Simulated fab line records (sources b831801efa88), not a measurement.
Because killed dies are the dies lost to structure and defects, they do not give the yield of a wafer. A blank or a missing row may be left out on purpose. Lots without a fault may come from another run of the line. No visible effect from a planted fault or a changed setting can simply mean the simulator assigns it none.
A lot that was struck, set against a sound lot | flow sky130 | 17 out of 708 route steps
Sound: these wafers, L960.1, L960.2, L960.6. Wafers struck: L965.2, L965.5, L965.6. The cause is named last.
For every step that has rows: the tool of each side, followed by ch and its chambers, followed by its first start. Under that, the readings that differ: sound wafers | struck wafers | difference of the means | sigmas: that difference in standard deviations of wafers without a fault.
alike: readings with means less than 2 such deviations apart, plus words and numbers identical on both sides. not compared: withheld readings, readings lacking a value on some wafer, bounds such as >300 that could conceal the same value, and numbers that have no deviation in the record and whose values overlap.
Wherever a step has rows on one side only, a row that says differs or no value, or a row with sigmas, the two part there. When numbers do not overlap yet have no deviation, they are printed without sigmas and do not part them. Lack of a reading on every wafer of one side parts them only where that side has two or more wafers.

first, 1 step without rows for these wafers: SKY_VT_ADJUST_LVTN_IMPLANT_19.
SKY_VT_ADJUST_LVTN_STRIP_20: strips in O2/N2.
  sound on plasmaAsher-04 ch 0,1, day 11 03:31; struck on plasmaAsher-04 ch 0,1, day 12 13:52
  alike: drypumpMotorCurrentA, oesProductAu, stripTimeToEndpointS
  not compared: rfHoursCounterH
SKY_VT_ADJUST_LVTN_TW_MEAS_21:
  sound on filmMetro-04 at day 11 03:37; struck on filmMetro-02 at day 12 13:58
reading             | sound             | struck            | difference | sigmas
VT_ADJUST_LVTN_2_TW | 185.2 185.6 186.0 | 189.0 189.1 189.3 | +3.5       | +2
then, 7 steps without rows for these wafers: SKY_VT_ADJUST_NCORE_DEHYDRATE_00 (time 60 s); SKY_VT_ADJUST_NCORE_HMDS_01 (prime time 60 s); SKY_VT_ADJUST_NCORE_COAT_02 (resist thk 1140 nm); SKY_VT_ADJUST_NCORE_SOFTBAKE_03 (time 60 s); SKY_VT_ADJUST_NCORE_EXPOSE_04 (exposes mask LVTN COMPLEMENT THIN, target cd 380 nm); SKY_VT_ADJUST_NCORE_PEB_05; SKY_VT_ADJUST_NCORE_DEVELOP_06 (develop time 60 s).
SKY_VT_ADJUST_NCORE_CD_MEAS_07: the cd target is 380 nm.
  sound on cdSem-01 at day 12 02:37; struck on cdSem-02 at day 13 15:14
reading   | sound             | struck            | difference | sigmas
cdNm (nm) | 381.3 380.0 381.5 | 375.8 374.9 374.7 | -5.8       | -2
SKY_VT_ADJUST_NCORE_OVL_MEAS_08:
  sound on overlay-02 at day 12 02:44; struck on overlay-02 at day 13 15:20
  alike: VT_ADJUST_NCORE_OVL
SKY_VT_ADJUST_NCORE_IMPLANT_09:
  sound on implanter-04 ch 0, day 12 02:47; struck on implanter-04 ch 0, day 13 15:24
reading                  | sound                | struck               | difference | sigmas
beamEnergyKeV            | 9.9947 9.9982 9.9967 | 6.1534 6.1548 6.1466 | -3.8449    | -99 or more
model.implant.rpNm (nm)  | 33.62 33.62 33.62    | 21.78 21.78 21.78    | -11.84     | 
model.implant.drpNm (nm) | 17.11 17.11 17.11    | 12.17 12.17 12.17    | -4.94      | 
SKY_VT_ADJUST_NCORE_STRIP_10: strips in O2/N2.
  sound on plasmaAsher-02 ch 0,1, day 12 02:56; struck on plasmaAsher-02 ch 0,1, day 13 15:31
reading                  | sound             | struck            | difference | sigmas
stripTimeToEndpointS (s) | 14.19 14.22 14.24 | 14.12 14.15 14.11 | -0.09      | -2
  alike: drypumpMotorCurrentA, oesProductAu
  not compared: rfHoursCounterH
SKY_VT_ADJUST_NCORE_TW_MEAS_11:
  sound on filmMetro-04 at day 12 03:02; struck on filmMetro-03 at day 13 15:38
reading            | sound             | struck            | difference | sigmas
VT_ADJUST_NCORE_TW | 217.0 217.2 218.3 | 195.7 195.7 194.5 | -22.2      | -11
then, 1 step without rows for these wafers: SKY_VT_ADJUST_HVTR_DEHYDRATE_00 (time 60 s).
-- here the record skips 36 days between the struck wafers' starts before and after, leaving off in module VT_ADJUST_HVTR and picking up in module PAD_OPEN (first step shown: number 708 of the route) --
SKY_PAD_OPEN_PROBE_99:
  sound on prober-02 at day 48 19:49; struck on prober-02 at day 49 21:42
reading                               | sound                         | struck                       | difference | sigmas
model.etest.nfet_16v.rOnOhmUm         | 1.406e+04 1.419e+04 1.415e+04 | 1.36e+04 1.358e+04 1.378e+04 | -4.80e+02  | 
model.etest.pfet_16v.rOnOhmUm         | 1.53e+04 1.55e+04 1.544e+04   | 1.61e+04 1.636e+04 1.614e+04 | +7.87e+02  | 
model.etest.pfetG5v0d10v5.rOnOhmUm    | 4757 4837 4862                | 5041 4911 5035               | +177       | 
model.etest.resPwellUnderGate.rsOhmSq | 2289 2305 2279                | 2341 2351 2360               | +60        | 
model.etest.pfetG5v0d10v5.driveUaUm   | 341.3 335.4 331.6             | 318.6 324.6 318.8            | -15.4      | 
model.etest.pfet_16v.driveUaUm        | 241 238.7 240.9               | 231.4 230 228.8              | -10.1      | 
model.etest.pfetG5v0d10v5.offLog10AUm | -12.68 -12.79 -12.8           | -13.64 -13.59 -13.6          | -0.85      | 
  alike: killed_at_M0_to_M3, killed_at_M4_up, killedAtContacts, killedAtFrontEnd, killedAtOther, killedDies, killedOpen, killedShort
  not compared: model.etest.nfet_16v.driveUaUm

== WHERE THEY PART ==
Last at SKY_VT_ADJUST_NCORE_TW_MEAS_11 as far as this record goes, first at SKY_VT_ADJUST_LVTN_TW_MEAS_21. Later steps at which nothing parts them and some readings are alike: SKY_PAD_OPEN_PROBE_99.

WHY: what the simulator had put in
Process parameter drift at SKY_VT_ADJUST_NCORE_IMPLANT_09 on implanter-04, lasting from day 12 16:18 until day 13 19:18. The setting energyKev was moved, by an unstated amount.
